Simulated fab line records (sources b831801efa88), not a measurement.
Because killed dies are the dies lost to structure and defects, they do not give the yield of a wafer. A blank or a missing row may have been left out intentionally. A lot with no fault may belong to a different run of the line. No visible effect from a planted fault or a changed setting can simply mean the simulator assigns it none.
fab line records / flow sky130
record: lots: 6 wafers: 18 last_day: 51
route steps=708 shown PWDE@50 NWELL@56
lots untouched by any fault: they come from a run of this same line in which no faults occurred
start_h: start of the lot's first displayed wafer, in hours after the record's first day / wait_h: hours since the lot's step before / " same as the row above / L1.1+2: one row covering several wafers at once / - no value present, or no start provided / * or withheld: withheld / < > ~ a bound
route shown NAME@n: names a module that has steps shown in the file, with the first one's number in the route / usual: mean/standard deviation taken from wafers without a fault / same: alike in all rows / chamber/n: place in a boat / sites: the reading at each site / _std_site: the values' standard deviation / _edge_site: the outer-site mean with the inner-site mean subtracted / radius_mm: for every site, how far away it sits from the centre of the wafer / mask NAME#n: copy n / behind: the last tool/chamber to shape the wafer / hold: what put the lot on hold/how long, in hours/how the hold closed / device: the n, p or np transistor that did not switch / end of line: tests run on the same wafers once the route is complete / a step with no rows: only its recipe / killed: at the first sort, the dies lost to defects and structure; wafer yield is something else / map: shows each die of a wafer: x if killed, . if not, _ if none is there
set.NAME: the run value of the setting; set.NAME@STEP: its run value at that earlier step / model.NAME: the simulator's own value behind a step, which no gauge read
certain route steps with their lots: each step a table, each wafer a row
services: the hour from which a tool's chamber was out of use, counted from the record's first day as start_h (under 0 if before that day), plus the number of hours and why
== steps ==
step: SKY_PWDE_PEB_05
recipe: temp_c: 115 time_s: withheld
step: SKY_PWDE_DEVELOP_06
recipe: wall_angle_deg: 90 developer: TMAH develop_time_s: 60 dev_temp_c: 23
step: SKY_PWDE_OVL_MEAS_07
usual: PWDE_OVL: -0.5/1.4
lot.wafer=L625.1 tool=overlay-02 chamber=- start_h=89.67 wait_h=- PWDE_OVL[nm]=-1.1
lot.wafer=L625.4 tool=overlay-02 chamber=- start_h=89.67 wait_h=- PWDE_OVL[nm]=-0.5
lot.wafer=L625.5 tool=overlay-02 chamber=- start_h=89.67 wait_h=- PWDE_OVL[nm]=0.8
lot.wafer=L628.1 tool=overlay-01 chamber=- start_h=93.26 wait_h=- PWDE_OVL[nm]=-1.6
lot.wafer=L628.3 tool=overlay-01 chamber=- start_h=93.26 wait_h=- PWDE_OVL[nm]=-0.2
lot.wafer=L628.6 tool=overlay-01 chamber=- start_h=93.26 wait_h=- PWDE_OVL[nm]=-2.2
lot.wafer=L633.3 tool=overlay-01 chamber=- start_h=119.32 wait_h=- PWDE_OVL[nm]=-1.1
lot.wafer=L633.4 tool=overlay-01 chamber=- start_h=119.32 wait_h=- PWDE_OVL[nm]=-1.7
lot.wafer=L633.6 tool=overlay-01 chamber=- start_h=119.32 wait_h=- PWDE_OVL[nm]=-0.3
lot.wafer=L634.1 tool=overlay-01 chamber=- start_h=120.87 wait_h=- PWDE_OVL[nm]=1.6
lot.wafer=L634.2 tool=overlay-01 chamber=- start_h=120.87 wait_h=- PWDE_OVL[nm]=-0.9
lot.wafer=L634.5 tool=overlay-01 chamber=- start_h=120.87 wait_h=- PWDE_OVL[nm]=1.8
lot.wafer=L635.4 tool=overlay-02 chamber=- start_h=127.83 wait_h=- PWDE_OVL[nm]=1.0
lot.wafer=L635.5 tool=overlay-02 chamber=- start_h=127.83 wait_h=- PWDE_OVL[nm]=0.0
lot.wafer=L635.6 tool=overlay-02 chamber=- start_h=127.83 wait_h=- PWDE_OVL[nm]=1.9
lot.wafer=L647.3 tool=overlay-02 chamber=- start_h=215.53 wait_h=- PWDE_OVL[nm]=-0.8
lot.wafer=L647.5 tool=overlay-02 chamber=- start_h=215.53 wait_h=- PWDE_OVL[nm]=-1.2
lot.wafer=L647.6 tool=overlay-02 chamber=- start_h=215.53 wait_h=- PWDE_OVL[nm]=-0.6
step: SKY_PWDE_IMPLANT_08
recipe: species: B energy_kev: 148.3 dose_cm2: 3.6e+12 tilt_deg: withheld
step: SKY_PWDE_STRIP_09
recipe: chemistry: O2/N2 power_w: 1400 pressure_mtorr: 1500 platen_temp_c: withheld o2_flow_sccm: 3000 n2_flow_sccm: 300 overash_fraction: 0.5
usual: drypump_motor_current_A: 5.9/0.46 oes_product_au: 0.723/0.0045 strip_time_to_endpoint_s: 36.85/0.099
lot.wafer=L625.1 tool=plasma_asher-04 chamber=1 start_h=89.86 wait_h=0.1 drypump_motor_current_A=6.0 oes_product_au=0.719 rf_hours_counter_h=40 strip_time_to_endpoint_s=36.81
lot.wafer=L625.4 tool=plasma_asher-04 chamber=0 start_h=89.86 wait_h=0.1 drypump_motor_current_A=6.4 oes_product_au=0.722 rf_hours_counter_h=- strip_time_to_endpoint_s=36.87
lot.wafer=L625.5 tool=plasma_asher-04 chamber=1 start_h=89.86 wait_h=0.1 drypump_motor_current_A=6.0 oes_product_au=0.720 rf_hours_counter_h=- strip_time_to_endpoint_s=36.78
lot.wafer=L628.1 tool=plasma_asher-01 chamber=1 start_h=93.45 wait_h=0.1 drypump_motor_current_A=5.9 oes_product_au=0.721 rf_hours_counter_h=39 strip_time_to_endpoint_s=36.79
lot.wafer=L628.3 tool=plasma_asher-01 chamber=0 start_h=93.45 wait_h=0.1 drypump_motor_current_A=5.5 oes_product_au=0.728 rf_hours_counter_h=- strip_time_to_endpoint_s=36.97
lot.wafer=L628.6 tool=plasma_asher-01 chamber=1 start_h=93.45 wait_h=0.1 drypump_motor_current_A=5.9 oes_product_au=0.726 rf_hours_counter_h=- strip_time_to_endpoint_s=36.82
lot.wafer=L633.3 tool=plasma_asher-04 chamber=0 start_h=119.53 wait_h=0.1 drypump_motor_current_A=6.4 oes_product_au=0.723 rf_hours_counter_h=- strip_time_to_endpoint_s=36.76
lot.wafer=L633.4 tool=plasma_asher-04 chamber=1 start_h=119.53 wait_h=0.1 drypump_motor_current_A=5.9 oes_product_au=0.723 rf_hours_counter_h=- strip_time_to_endpoint_s=36.80
lot.wafer=L633.6 tool=plasma_asher-04 chamber=0 start_h=119.53 wait_h=0.1 drypump_motor_current_A=6.5 oes_product_au=0.723 rf_hours_counter_h=- strip_time_to_endpoint_s=36.78
lot.wafer=L634.1 tool=plasma_asher-02 chamber=1 start_h=121.05 wait_h=0.1 drypump_motor_current_A=4.9 oes_product_au=0.730 rf_hours_counter_h=0 strip_time_to_endpoint_s=36.84
lot.wafer=L634.2 tool=plasma_asher-02 chamber=0 start_h=121.05 wait_h=0.1 drypump_motor_current_A=5.7 oes_product_au=0.727 rf_hours_counter_h=0 strip_time_to_endpoint_s=36.81
lot.wafer=L634.5 tool=plasma_asher-02 chamber=0 start_h=121.05 wait_h=0.1 drypump_motor_current_A=5.7 oes_product_au=0.727 rf_hours_counter_h=- strip_time_to_endpoint_s=37.01
lot.wafer=L635.4 tool=plasma_asher-01 chamber=1 start_h=128.04 wait_h=0.1 drypump_motor_current_A=5.9 oes_product_au=0.721 rf_hours_counter_h=- strip_time_to_endpoint_s=36.92
lot.wafer=L635.5 tool=plasma_asher-01 chamber=0 start_h=128.04 wait_h=0.1 drypump_motor_current_A=5.5 oes_product_au=0.718 rf_hours_counter_h=- strip_time_to_endpoint_s=36.90
lot.wafer=L635.6 tool=plasma_asher-01 chamber=1 start_h=128.04 wait_h=0.1 drypump_motor_current_A=6.0 oes_product_au=0.719 rf_hours_counter_h=- strip_time_to_endpoint_s=36.82
lot.wafer=L647.3 tool=plasma_asher-01 chamber=0 start_h=215.74 wait_h=0.1 drypump_motor_current_A=5.5 oes_product_au=0.725 rf_hours_counter_h=- strip_time_to_endpoint_s=37.01
lot.wafer=L647.5 tool=plasma_asher-01 chamber=1 start_h=215.74 wait_h=0.1 drypump_motor_current_A=5.9 oes_product_au=0.719 rf_hours_counter_h=- strip_time_to_endpoint_s=36.93
lot.wafer=L647.6 tool=plasma_asher-01 chamber=0 start_h=215.74 wait_h=0.1 drypump_motor_current_A=5.5 oes_product_au=0.723 rf_hours_counter_h=- strip_time_to_endpoint_s=36.94
step: SKY_PWDE_TW_MEAS_10
usual: PWDE_TW: 373.7/2.4
lot.wafer=L625.1 tool=film_metro-01 chamber=- start_h=89.96 wait_h=0.1 PWDE_TW=376.8
lot.wafer=L625.4 tool=film_metro-01 chamber=- start_h=89.96 wait_h=0.1 PWDE_TW=376.3
lot.wafer=L625.5 tool=film_metro-01 chamber=- start_h=89.96 wait_h=0.1 PWDE_TW=375.0
lot.wafer=L628.1 tool=film_metro-04 chamber=- start_h=93.55 wait_h=0.1 PWDE_TW=374.4
lot.wafer=L628.3 tool=film_metro-04 chamber=- start_h=93.55 wait_h=0.1 PWDE_TW=373.5
lot.wafer=L628.6 tool=film_metro-04 chamber=- start_h=93.55 wait_h=0.1 PWDE_TW=373.2
lot.wafer=L633.3 tool=film_metro-03 chamber=- start_h=119.62 wait_h=0.1 PWDE_TW=375.5
lot.wafer=L633.4 tool=film_metro-03 chamber=- start_h=119.62 wait_h=0.1 PWDE_TW=372.6
lot.wafer=L633.6 tool=film_metro-03 chamber=- start_h=119.62 wait_h=0.1 PWDE_TW=374.4
lot.wafer=L634.1 tool=film_metro-01 chamber=- start_h=121.15 wait_h=0.1 PWDE_TW=374.8
lot.wafer=L634.2 tool=film_metro-01 chamber=- start_h=121.15 wait_h=0.1 PWDE_TW=376.3
lot.wafer=L634.5 tool=film_metro-01 chamber=- start_h=121.15 wait_h=0.1 PWDE_TW=375.6
lot.wafer=L635.4 tool=film_metro-01 chamber=- start_h=128.13 wait_h=0.1 PWDE_TW=377.0
lot.wafer=L635.5 tool=film_metro-01 chamber=- start_h=128.13 wait_h=0.1 PWDE_TW=376.4
lot.wafer=L635.6 tool=film_metro-01 chamber=- start_h=128.13 wait_h=0.1 PWDE_TW=376.6
lot.wafer=L647.3 tool=film_metro-04 chamber=- start_h=215.83 wait_h=0.1 PWDE_TW=371.9
lot.wafer=L647.5 tool=film_metro-04 chamber=- start_h=215.83 wait_h=0.1 PWDE_TW=373.1
lot.wafer=L647.6 tool=film_metro-04 chamber=- start_h=215.83 wait_h=0.1 PWDE_TW=370.7
step: SKY_NWELL_DEHYDRATE_03
recipe: temp_c: 200 time_s: 60
step: SKY_NWELL_HMDS_04
recipe: prime_time_s: 60 prime_temp_c: 120
step: SKY_NWELL_COAT_05
recipe: spin_rpm: 2000 resist_thk_nm: 3000
step: SKY_NWELL_SOFTBAKE_06
recipe: temp_c: 110 time_s: withheld
step: SKY_NWELL_EXPOSE_07
recipe: mask_id: NWM na: 0.6 source_shape: conventional sigma_outer: 0.6 polarization: unpolarized target_cd_nm: 840 dose_mj: 255
step: SKY_NWELL_PEB_08
recipe: temp_c: 115 time_s: withheld
step: SKY_NWELL_DEVELOP_09
recipe: wall_angle_deg: 90 developer: TMAH develop_time_s: 60 dev_temp_c: 23
usual: developer_temp_C: 22.96/0.11
lot.wafer=L625.1 tool=litho_track-03 chamber=0 start_h=107 wait_h=- developer_temp_C=23.05
lot.wafer=L625.4 tool=litho_track-03 chamber=0 start_h=107 wait_h=- developer_temp_C=22.94
lot.wafer=L625.5 tool=litho_track-03 chamber=0 start_h=107 wait_h=- developer_temp_C=23.12
lot.wafer=L628.1 tool=litho_track-04 chamber=0 start_h=111 wait_h=- developer_temp_C=22.92
lot.wafer=L628.3 tool=litho_track-04 chamber=0 start_h=111 wait_h=- developer_temp_C=23.07
lot.wafer=L628.6 tool=litho_track-04 chamber=0 start_h=111 wait_h=- developer_temp_C=22.95
lot.wafer=L633.3 tool=litho_track-03 chamber=0 start_h=138 wait_h=- developer_temp_C=23.01
lot.wafer=L633.4 tool=litho_track-03 chamber=0 start_h=138 wait_h=- developer_temp_C=22.79
lot.wafer=L633.6 tool=litho_track-03 chamber=0 start_h=138 wait_h=- developer_temp_C=22.81
lot.wafer=L634.1 tool=litho_track-03 chamber=0 start_h=140 wait_h=- developer_temp_C=23.00
lot.wafer=L634.2 tool=litho_track-03 chamber=0 start_h=140 wait_h=- developer_temp_C=23.19
lot.wafer=L634.5 tool=litho_track-03 chamber=0 start_h=140 wait_h=- developer_temp_C=23.06
lot.wafer=L635.4 tool=litho_track-01 chamber=0 start_h=146 wait_h=- developer_temp_C=23.10
lot.wafer=L635.5 tool=litho_track-01 chamber=0 start_h=146 wait_h=- developer_temp_C=22.99
lot.wafer=L635.6 tool=litho_track-01 chamber=0 start_h=146 wait_h=- developer_temp_C=22.97
lot.wafer=L647.3 tool=litho_track-03 chamber=0 start_h=238 wait_h=- developer_temp_C=23.00
lot.wafer=L647.5 tool=litho_track-03 chamber=0 start_h=238 wait_h=- developer_temp_C=22.75
lot.wafer=L647.6 tool=litho_track-03 chamber=0 start_h=238 wait_h=- developer_temp_C=22.91
step: SKY_NWELL_OVL_MEAS_10
usual: NWELL_00_OVL: 0.8/1.4
lot.wafer=L625.1 tool=overlay-01 chamber=- start_h=107.22 wait_h=- NWELL_00_OVL[nm]=0.2
lot.wafer=L625.4 tool=overlay-01 chamber=- start_h=107.22 wait_h=- NWELL_00_OVL[nm]=0.8
lot.wafer=L625.5 tool=overlay-01 chamber=- start_h=107.22 wait_h=- NWELL_00_OVL[nm]=2.3
lot.wafer=L628.1 tool=overlay-01 chamber=- start_h=111.51 wait_h=- NWELL_00_OVL[nm]=2.2
lot.wafer=L628.3 tool=overlay-01 chamber=- start_h=111.51 wait_h=- NWELL_00_OVL[nm]=3.8
lot.wafer=L628.6 tool=overlay-01 chamber=- start_h=111.51 wait_h=- NWELL_00_OVL[nm]=2.2
lot.wafer=L633.3 tool=overlay-01 chamber=- start_h=138.28 wait_h=- NWELL_00_OVL[nm]=-
lot.wafer=L633.4 tool=overlay-01 chamber=- start_h=138.28 wait_h=- NWELL_00_OVL[nm]=-
lot.wafer=L633.6 tool=overlay-01 chamber=- start_h=138.28 wait_h=- NWELL_00_OVL[nm]=-
lot.wafer=L634.1 tool=overlay-01 chamber=- start_h=140.32 wait_h=- NWELL_00_OVL[nm]=-
lot.wafer=L634.2 tool=overlay-01 chamber=- start_h=140.32 wait_h=- NWELL_00_OVL[nm]=-
lot.wafer=L634.5 tool=overlay-01 chamber=- start_h=140.32 wait_h=- NWELL_00_OVL[nm]=-
lot.wafer=L635.4 tool=overlay-02 chamber=- start_h=146.78 wait_h=- NWELL_00_OVL[nm]=0.3
lot.wafer=L635.5 tool=overlay-02 chamber=- start_h=146.78 wait_h=- NWELL_00_OVL[nm]=-1.1
lot.wafer=L635.6 tool=overlay-02 chamber=- start_h=146.78 wait_h=- NWELL_00_OVL[nm]=-1.4
lot.wafer=L647.3 tool=overlay-01 chamber=- start_h=239.03 wait_h=- NWELL_00_OVL[nm]=0.3
lot.wafer=L647.5 tool=overlay-01 chamber=- start_h=239.03 wait_h=- NWELL_00_OVL[nm]=-1.5
lot.wafer=L647.6 tool=overlay-01 chamber=- start_h=239.03 wait_h=- NWELL_00_OVL[nm]=0.3
step: SKY_NWELL_IMPLANT_11
recipe: species: P energy_kev: 400 dose_cm2: 1.9e+13 tilt_deg: withheld
step: SKY_NWELL_IMPLANT_12
recipe: species: P energy_kev: 120 dose_cm2: 1.3e+12 tilt_deg: withheld
step: SKY_NWELL_IMPLANT_13
recipe: species: P energy_kev: 50 dose_cm2: 7e+11 tilt_deg: withheld
step: SKY_NWELL_STRIP_14
recipe: chemistry: O2/N2 power_w: 1400 pressure_mtorr: 1500 platen_temp_c: withheld o2_flow_sccm: 3000 n2_flow_sccm: 300 overash_fraction: 0.5
usual: drypump_motor_current_A: 5.9/0.39 oes_product_au: 0.722/0.0041 strip_time_to_endpoint_s: 36.87/0.11
lot.wafer=L625.1 tool=plasma_asher-01 chamber=0 start_h=107.70 wait_h=0.1 drypump_motor_current_A=5.5 oes_product_au=0.728 rf_hours_counter_h=41 strip_time_to_endpoint_s=36.87
lot.wafer=L625.4 tool=plasma_asher-01 chamber=1 start_h=107.70 wait_h=0.1 drypump_motor_current_A=5.9 oes_product_au=0.719 rf_hours_counter_h=- strip_time_to_endpoint_s=36.66
lot.wafer=L625.5 tool=plasma_asher-01 chamber=0 start_h=107.70 wait_h=0.1 drypump_motor_current_A=5.5 oes_product_au=0.724 rf_hours_counter_h=- strip_time_to_endpoint_s=36.84
lot.wafer=L628.1 tool=plasma_asher-04 chamber=1 start_h=112.00 wait_h=0.1 drypump_motor_current_A=6.0 oes_product_au=0.722 rf_hours_counter_h=43 strip_time_to_endpoint_s=36.80
lot.wafer=L628.3 tool=plasma_asher-04 chamber=1 start_h=112.00 wait_h=0.1 drypump_motor_current_A=6.0 oes_product_au=0.724 rf_hours_counter_h=- strip_time_to_endpoint_s=36.80
lot.wafer=L628.6 tool=plasma_asher-04 chamber=0 start_h=112.00 wait_h=0.1 drypump_motor_current_A=6.5 oes_product_au=0.722 rf_hours_counter_h=- strip_time_to_endpoint_s=36.83
lot.wafer=L633.3 tool=plasma_asher-01 chamber=0 start_h=138.79 wait_h=0.1 drypump_motor_current_A=5.5 oes_product_au=0.722 rf_hours_counter_h=- strip_time_to_endpoint_s=36.91
lot.wafer=L633.4 tool=plasma_asher-01 chamber=1 start_h=138.79 wait_h=0.1 drypump_motor_current_A=5.9 oes_product_au=0.718 rf_hours_counter_h=- strip_time_to_endpoint_s=36.98
lot.wafer=L633.6 tool=plasma_asher-01 chamber=0 start_h=138.79 wait_h=0.1 drypump_motor_current_A=5.5 oes_product_au=0.723 rf_hours_counter_h=- strip_time_to_endpoint_s=36.86
lot.wafer=L634.1 tool=plasma_asher-01 chamber=1 start_h=140.80 wait_h=0.1 drypump_motor_current_A=5.9 oes_product_au=0.720 rf_hours_counter_h=44 strip_time_to_endpoint_s=36.78
lot.wafer=L634.2 tool=plasma_asher-01 chamber=0 start_h=140.80 wait_h=0.1 drypump_motor_current_A=5.5 oes_product_au=0.724 rf_hours_counter_h=44 strip_time_to_endpoint_s=36.86
lot.wafer=L634.5 tool=plasma_asher-01 chamber=0 start_h=140.80 wait_h=0.1 drypump_motor_current_A=5.5 oes_product_au=0.719 rf_hours_counter_h=- strip_time_to_endpoint_s=36.88
lot.wafer=L635.4 tool=plasma_asher-01 chamber=1 start_h=147.28 wait_h=0.1 drypump_motor_current_A=6.0 oes_product_au=0.722 rf_hours_counter_h=- strip_time_to_endpoint_s=36.94
lot.wafer=L635.5 tool=plasma_asher-01 chamber=1 start_h=147.28 wait_h=0.1 drypump_motor_current_A=5.9 oes_product_au=0.728 rf_hours_counter_h=- strip_time_to_endpoint_s=37.04
lot.wafer=L635.6 tool=plasma_asher-01 chamber=0 start_h=147.28 wait_h=0.1 drypump_motor_current_A=5.5 oes_product_au=0.714 rf_hours_counter_h=- strip_time_to_endpoint_s=36.81
lot.wafer=L647.3 tool=plasma_asher-03 chamber=0 start_h=239.54 wait_h=0.1 drypump_motor_current_A=6.5 oes_product_au=0.721 rf_hours_counter_h=- strip_time_to_endpoint_s=36.80
lot.wafer=L647.5 tool=plasma_asher-03 chamber=1 start_h=239.54 wait_h=0.1 drypump_motor_current_A=5.5 oes_product_au=0.725 rf_hours_counter_h=- strip_time_to_endpoint_s=36.76
lot.wafer=L647.6 tool=plasma_asher-03 chamber=0 start_h=239.54 wait_h=0.1 drypump_motor_current_A=6.5 oes_product_au=0.723 rf_hours_counter_h=- strip_time_to_endpoint_s=36.83
step: SKY_NWELL_TW_MEAS_15
usual: NWELL_TW: 1818/10
lot.wafer=L625.1 tool=film_metro-03 chamber=- start_h=107.80 wait_h=0.1 NWELL_TW=1815
lot.wafer=L625.4 tool=film_metro-03 chamber=- start_h=107.80 wait_h=0.1 NWELL_TW=1815
lot.wafer=L625.5 tool=film_metro-03 chamber=- start_h=107.80 wait_h=0.1 NWELL_TW=1818
lot.wafer=L628.1 tool=film_metro-03 chamber=- start_h=112.10 wait_h=0.1 NWELL_TW=1804
lot.wafer=L628.3 tool=film_metro-03 chamber=- start_h=112.10 wait_h=0.1 NWELL_TW=1806
lot.wafer=L628.6 tool=film_metro-03 chamber=- start_h=112.10 wait_h=0.1 NWELL_TW=1816
lot.wafer=L633.3 tool=film_metro-03 chamber=- start_h=138.87 wait_h=0.1 NWELL_TW=1783
lot.wafer=L633.4 tool=film_metro-03 chamber=- start_h=138.87 wait_h=0.1 NWELL_TW=1784
lot.wafer=L633.6 tool=film_metro-03 chamber=- start_h=138.87 wait_h=0.1 NWELL_TW=1784
lot.wafer=L634.1 tool=film_metro-04 chamber=- start_h=140.90 wait_h=0.1 NWELL_TW=1754
lot.wafer=L634.2 tool=film_metro-04 chamber=- start_h=140.90 wait_h=0.1 NWELL_TW=1761
lot.wafer=L634.5 tool=film_metro-04 chamber=- start_h=140.90 wait_h=0.1 NWELL_TW=1765
lot.wafer=L635.4 tool=film_metro-04 chamber=- start_h=147.37 wait_h=0.1 NWELL_TW=1818
lot.wafer=L635.5 tool=film_metro-04 chamber=- start_h=147.37 wait_h=0.1 NWELL_TW=1809
lot.wafer=L635.6 tool=film_metro-04 chamber=- start_h=147.37 wait_h=0.1 NWELL_TW=1810
lot.wafer=L647.3 tool=film_metro-01 chamber=- start_h=239.62 wait_h=0.1 NWELL_TW=1827
lot.wafer=L647.5 tool=film_metro-01 chamber=- start_h=239.62 wait_h=0.1 NWELL_TW=1830
lot.wafer=L647.6 tool=film_metro-01 chamber=- start_h=239.62 wait_h=0.1 NWELL_TW=1823
step: SKY_NWELL_DEHYDRATE_16
recipe: temp_c: 200 time_s: 60
== services ==
tool=plasma_asher-02 chamber=- start_h=108.75 hours=9.0 kind=pm
tool=plasma_asher-02 chamber=0 start_h=108.75 hours=9.0 kind=vent_cycle
tool=plasma_asher-02 chamber=1 start_h=108.75 hours=9.0 kind=vent_cycle
tool=plasma_asher-03 chamber=- start_h=114.12 hours=0.9 kind=repair
tool=plasma_asher-02 chamber=0 start_h=117.75 hours=- kind=clean
tool=plasma_asher-02 chamber=1 start_h=117.75 hours=- kind=clean
tool=plasma_asher-02 chamber=- start_h=143.48 hours=1.0 kind=repair
tool=plasma_asher-04 chamber=- start_h=153.00 hours=2.8 kind=pm
tool=plasma_asher-04 chamber=- start_h=184.13 hours=0.9 kind=repair
tool=plasma_asher-01 chamber=- start_h=193.14 hours=4.3 kind=pm
tool=plasma_asher-04 chamber=- start_h=196.42 hours=8.0 kind=repair
tool=plasma_asher-01 chamber=- start_h=199.96 hours=8.8 kind=repair
tool=plasma_asher-03 chamber=- start_h=207.13 hours=0.5 kind=repair
tool=plasma_asher-01 chamber=- start_h=207.85 hours=0.4 kind=repair
tool=litho_track-04 chamber=- start_h=218.55 hours=- kind=consumable_replace:filter
tool=plasma_asher-04 chamber=- start_h=229.68 hours=6.0 kind=repair
== key ==
first_sign: step: SKY_NWELL_OVL_MEAS_10 reading: NWELL_00_OVL direction: missing
effect: step: SKY_NWELL_TW_MEAS_15 reading: NWELL_TW direction: down sigmas: 4.5 usual: 1818 struck: 1772
met_at SKY_NWELL_DEVELOP_09
struck_wafers L633.3,L633.4,L633.6,L634.1,L634.2,L634.5
sort_left_out L633.3,L633.4,L633.6,L634.1,L634.2,L634.5
tester_left_out L633,L634
onset_between 107 138
fault: kind: process_parameter_drift tool: litho_track-03 chamber: - onset_h: 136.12 steps: SKY_NWELL_DEVELOP_09 channel: develop_time_s offset: * shape: step end_h: 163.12 acts_in: * stated: *
tester_left_out: of these lots the tester's yield and bins aren't shown, on N5 and GAA mostly nor the transistor test; their killed dies are dies lost to structure and defects alone, not to doping, threshold or leakage, so they don't give the yield
sort_left_out: the simulated sort isn't trusted on such a fault, so these wafers' sort isn't shown, and their yield isn't known
